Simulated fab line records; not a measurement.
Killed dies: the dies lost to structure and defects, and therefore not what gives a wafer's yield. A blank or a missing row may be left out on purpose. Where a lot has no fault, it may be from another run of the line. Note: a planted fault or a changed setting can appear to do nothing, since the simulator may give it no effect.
Matching of chambers    flow gf180mcu    4 sister chambers for GF_SAB_ETCH_11 on rie_diel-01
The step etches SiO2 in C4F8/O2/Ar, target depth 55 nm, time 8.5 s. 14 wafers are shown with their chamber, then 7 later ones without.

== WAFERS, EACH WITH ITS CHAMBER ==
wafer   chamber  oes_product_au (a.u.)
L819.2  1        0.993
L819.4  0        0.991
L819.5  2        1.008
L821.2  1        0.985
L821.4  2        1.002
L821.6  1        0.986
L823.1  2        1.002
L823.3  0        0.976
L823.6  1        0.984
L824.2  1        0.991
L824.3  3        1.015
L824.5  2        1.012
L831.1  1        0.999
L831.2  2        1.009

SIGNATURES (averages over the wafers above)
reading         chamber 0  chamber 1  chamber 2  chamber 3  scatter within a chamber
oes_product_au  0.98350    0.98967    1.00660    1.01500    0.00599
Rule: a wafer lies at a distance from a chamber equal to the root of the sum of squares, over the readings, of (its reading less the chamber's mean, divided by the reading's scatter). The wafer belongs to the nearest chamber; if the next one is less than 2 further off, it can't be placed. The scatter is the square root of a quotient: the sum, over the shown wafers, of each reading's squared deviation from its chamber's mean, divided by wafers minus chambers.

== WAFERS WHOSE CHAMBER IS MISSING ==
wafer   oes_product_au (a.u.)
L831.4  0.988
L840.3  1.023
L840.4  1.002
L840.5  0.989
L842.1  1.012
L842.2  1.007
L842.4  0.993

== EACH ONE'S CHAMBER ==
wafer   from the rows above           in truth
L831.4  can't be placed: 1 or 0       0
L840.3  can't be placed: 3 or 2       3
L840.4  can't be placed: 2 or 1 or 3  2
L840.5  can't be placed: 1 or 0       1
L842.1  can't be placed: 3 or 2       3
L842.2  can't be placed: 2 or 3       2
L842.4  can't be placed: 1 or 0 or 2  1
Placed correctly: 0 of 7. From these rows, 7 cannot be placed; in 7 the true chamber is one of the candidates. Wrongly placed: 0.
